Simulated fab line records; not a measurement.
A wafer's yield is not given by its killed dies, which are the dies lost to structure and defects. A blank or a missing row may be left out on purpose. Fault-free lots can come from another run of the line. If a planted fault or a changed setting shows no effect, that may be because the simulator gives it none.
Which tool did it? | flow sky130 | 18 wafers from 6 lots sampled at 2 of the route's 708 steps

## WHAT THE GAUGES SHOWED, per wafer
SKY_LDD_LDN_OVL_MEAS_07.
lot  | measured     | on         | LDD_LDN_OVL (nm)
L685 | day 23 03:43 | overlay-02 | 0.2 0.7 1.2
L691 | day 25 22:29 | overlay-01 | 0.5 -1.8 -0.9
L690 | day 26 02:34 | overlay-01 | 0.8 0.1 2.4
L701 | day 29 11:04 | overlay-01 | 1.0 0.8 1.5
L703 | day 30 01:52 | overlay-02 | 2.2 1.7 2.0
L705 | day 30 12:11 | overlay-01 | -0.1 -0.2 -0.6

## TOOL THAT RAN EACH LOT (tool first, then ch and the chambers of the sampled wafers, then the start)
lot  | SKY_LDD_N_STRIP_16
L685 | plasmaAsher-03 ch 0,1, day 18 04:15
L691 | plasmaAsher-01 ch 1, day 20 21:53
L690 | plasmaAsher-02 ch 0,1, day 21 03:11
L701 | plasmaAsher-01 ch 0,1, day 24 13:46
L703 | plasmaAsher-02 ch 0,1, day 25 07:11
L705 | plasmaAsher-02 ch 0, day 25 16:31
- SKY_LDD_N_STRIP_16: strips in O2/N2.

## THE ANSWER, worked out from the rows above alone
Rule: the lots themselves supply what counts as usual. Put in order of their means at a reading, lots are off if they are a third of the lots or fewer, leave a main group of 4 or more, and stand apart from it by a gap of 3 or more times the standard deviation of the main group's means; of several such gaps the widest counts. A main group is skipped when, at the precision printed for the reading in the tables above, its means are all equal. A lot without any number at a reading at which 4 lots or more have one is off too. Any other lot the step has rows for is counted as sound.
No lot is off on any of the readings shown, so nothing can be concluded from this.

## WHAT THE SIMULATOR HAD PUT IN
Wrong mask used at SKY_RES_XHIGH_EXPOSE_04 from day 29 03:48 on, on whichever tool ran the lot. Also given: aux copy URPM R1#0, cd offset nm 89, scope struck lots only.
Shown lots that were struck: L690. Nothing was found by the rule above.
